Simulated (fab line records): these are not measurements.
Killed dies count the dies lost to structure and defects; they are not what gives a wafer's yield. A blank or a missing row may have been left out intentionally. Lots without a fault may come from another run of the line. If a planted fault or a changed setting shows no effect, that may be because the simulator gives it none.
A lot that was struck, set against a sound lot | flow gf180mcu | 16 steps out of a route of 602
Sound: the wafers L538.4, L538.5, L538.6. The struck wafers were L537.2, L537.3, L537.5. Last of all comes the cause.
For every step that has rows: the tool of each side, followed by ch and its chambers, followed by its first start. Under that, the readings that differ: sound wafers | struck wafers | difference of the means | sigmas: that difference in standard deviations of wafers without a fault.
alike: readings with means less than 2 such deviations apart, plus words and numbers identical on both sides. not compared: withheld readings, readings lacking a value on some wafer, bounds such as >300 that could conceal the same value, and numbers that have no deviation in the record and whose values overlap.
Wherever a step has rows on one side only, a row that says differs or no value, or a row with sigmas, the two part there. Numbers that don't overlap but have no deviation are shown without sigmas and don't part them. A reading missing from all wafers of one side parts the sides only when that side holds two or more wafers.

GF_VT_IMPLANT_OVL_MEAS_29:
  sound on overlay-02, day 11 04:47; struck on overlay-02, day 11 04:29
reading                | sound          | struck       | difference | sigmas
VT_IMPLANT_02_OVL (nm) | -2.3 -2.6 -1.4 | 1.2 0.9 -0.5 | +2.6       | +2
next, for these wafers, 1 step has no rows: GF_VT_IMPLANT_IMPLANT_30.
GF_VT_IMPLANT_STRIP_31: strips in O2/N2.
  sound on plasmaAsher-02 ch 0,1, day 11 04:59; struck on plasmaAsher-04 ch 0,1, day 11 04:40
  alike: drypumpMotorCurrentA, heaterPowerW, oesProductAu, stripTimeToEndpointS
  not compared: rfHoursCounterH
GF_VT_IMPLANT_TW_MEAS_32:
  sound on filmMetro-04, day 11 05:05; struck on filmMetro-04, day 11 04:46
  alike: VT_IMPLANT_3_TW
then, 7 steps without rows for these wafers: GF_VT_IMPLANT_DEHYDRATE_33 (time 60 s); GF_VT_IMPLANT_HMDS_34 (prime time 60 s); GF_VT_IMPLANT_COAT_35 (resist thk 1000 nm); GF_VT_IMPLANT_SOFTBAKE_36 (time 60 s); GF_VT_IMPLANT_EXPOSE_37 (exposes mask Nwell HV AREA, target cd 860 nm); GF_VT_IMPLANT_PEB_38; GF_VT_IMPLANT_DEVELOP_39 (develop time 60 s).
GF_VT_IMPLANT_OVL_MEAS_40:
  sound on overlay-02, day 11 23:50; struck on overlay-01, day 11 23:41
  alike: VT_IMPLANT_03_OVL
GF_VT_IMPLANT_IMPLANT_41:
  struck on implanter-01, day 11 23:44; sound on implanter-03 ch 0, day 11 23:56
  no value came back on the struck wafers for beamEnergyKeV, beamOnS (s), endStationPressureTorr (Torr); on the sound wafers beamEnergyKeV reads 70.019 69.982 69.957
GF_VT_IMPLANT_STRIP_42: strips in O2/N2.
  sound on plasmaAsher-02 ch 0,1, day 12 00:03; struck on plasmaAsher-03 ch 0,1, day 11 23:52
reading                  | sound       | struck      | difference | sigmas
drypumpMotorCurrentA (A) | 5.3 6.1 5.3 | 6.6 6.4 6.4 | +0.9       | +2
  alike: heaterPowerW, oesProductAu, stripTimeToEndpointS
  not compared: rfHoursCounterH
GF_VT_IMPLANT_TW_MEAS_43:
  sound on filmMetro-02, day 12 00:08; struck on filmMetro-03, day 11 23:58
reading         | sound       | struck   | difference | sigmas
VT_IMPLANT_4_TW | 690 688 687 | 30 30 30 | -658       | -99 or more
then, 1 step without rows for these wafers: GF_VT_IMPLANT_CLEAN_44 (cleans in SC1/SC2, time 150 s).

== WHERE THEY PART ==
First at GF_VT_IMPLANT_OVL_MEAS_29; last, within this record, at GF_VT_IMPLANT_TW_MEAS_43.

WHY: the cause the simulator had injected
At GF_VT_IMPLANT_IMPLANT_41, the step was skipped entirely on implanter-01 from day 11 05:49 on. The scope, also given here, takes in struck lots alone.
